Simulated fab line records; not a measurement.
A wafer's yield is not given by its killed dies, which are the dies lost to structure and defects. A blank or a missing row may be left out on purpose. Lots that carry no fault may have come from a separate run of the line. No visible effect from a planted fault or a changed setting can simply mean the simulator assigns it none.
Comparing a struck lot with a sound one + flow gf180mcu + 18 steps out of a route of 602
Sound: the wafers L565.3, L565.4, L565.6. The struck wafers were L572.2, L572.3, L572.6. The cause is named last.
For every step that has rows: the tool of each side, followed by ch and its chambers, followed by its first start. Under that, the readings that differ: sound wafers + struck wafers + difference of the means + sigmas: that difference in standard deviations of wafers without a fault.
alike: readings with means less than 2 such deviations apart, plus words and numbers identical on both sides. not compared: withheld readings, readings lacking a value on some wafer, bounds such as >300 that could conceal the same value, and numbers that have no deviation in the record and whose values overlap.
The two part at a step that has a row with sigmas, a row that says differs or no value, or rows on one side only. Numbers that have no deviation but don't overlap get no sigmas and don't part them. Lack of a reading on every wafer of one side parts them only where that side has two or more wafers.

first, 3 steps without rows for these wafers: GF_HV_LDD_EXPOSE_16 (exposes mask Pplus LV AREA, target cd 400 nm); GF_HV_LDD_PEB_17; GF_HV_LDD_DEVELOP_18 (develop time 60 s).
GF_HV_LDD_CD_MEAS_19 targets a cd of 400 nm.
  struck on cd sem-02, day 14 21:26; sound on cd sem-01, day 12 17:48
  alike: cd nm
GF_HV_LDD_OVL_MEAS_20:
  struck on overlay-01, day 14 21:32; sound on overlay-02, day 12 17:53
  alike: HV_LDD_01_OVL
following that, these wafers have no rows for 1 step: GF_HV_LDD_IMPLANT_21.
GF_HV_LDD_STRIP_22: strips in O2/N2.
  sound on plasma asher-01 ch 0,1, day 12 18:06; struck on plasma asher-03 ch 1, day 14 21:43
  alike: drypump motor current A, heater power w, oes product au, platen temp c, strip time to endpoint s
  not compared: rf hours counter h
GF_HV_LDD_TW_MEAS_23:
  struck on film metro-03, day 14 21:50; sound on film metro-04, day 12 18:11
  alike: HV_LDD_2_TW
then, 4 steps without rows for these wafers: GF_HV_LDD_DEHYDRATE_24 (time 60 s); GF_HV_LDD_HMDS_25 (prime time 60 s); GF_HV_LDD_COAT_26 (resist thk 1000 nm); GF_HV_LDD_SOFTBAKE_27 (time 60 s).
GF_HV_LDD_EXPOSE_28: exposes mask Nplus HV AREA, target cd 400 nm.
  sound on iline stepper-01 ch 0, day 13 03:55; struck on iline stepper-02 ch 0, day 15 07:57
| reading                        | sound                   | struck      | difference | sigmas |
|--------------------------------|-------------------------|-------------|------------|--------|
| model.HV_LDD.overlay x nm (nm) | -0.3552 -0.3552 -0.3552 | 203 203 203 | +203       |        |
  alike: mask, focus offset nm
then, 2 steps without rows for these wafers: GF_HV_LDD_PEB_29; GF_HV_LDD_DEVELOP_30 (develop time 60 s).
GF_HV_LDD_CD_MEAS_31 targets a cd of 400 nm.
  struck on cd sem-02, day 15 18:38; sound on cd sem-02, day 13 13:06
  alike: cd nm
GF_HV_LDD_OVL_MEAS_32:
  struck on overlay-01, day 15 18:56; sound on overlay-02, day 13 13:11
| reading            | sound         | struck            | difference | sigmas      |
|--------------------|---------------|-------------------|------------|-------------|
| HV_LDD_02_OVL (nm) | -0.2 -0.6 0.4 | 203.6 200.6 201.3 | +202.0     | +99 or more |
  not compared: hold
GF_PASSIVATION_PROBE_99:
  sound wafers here have rows in the record (prober-01, day 30 22:10); struck ones have none

## WHERE THEY PART
Earliest at GF_HV_LDD_OVL_MEAS_32; latest, in this record, at GF_PASSIVATION_PROBE_99.

WHY: whatever the simulator had introduced
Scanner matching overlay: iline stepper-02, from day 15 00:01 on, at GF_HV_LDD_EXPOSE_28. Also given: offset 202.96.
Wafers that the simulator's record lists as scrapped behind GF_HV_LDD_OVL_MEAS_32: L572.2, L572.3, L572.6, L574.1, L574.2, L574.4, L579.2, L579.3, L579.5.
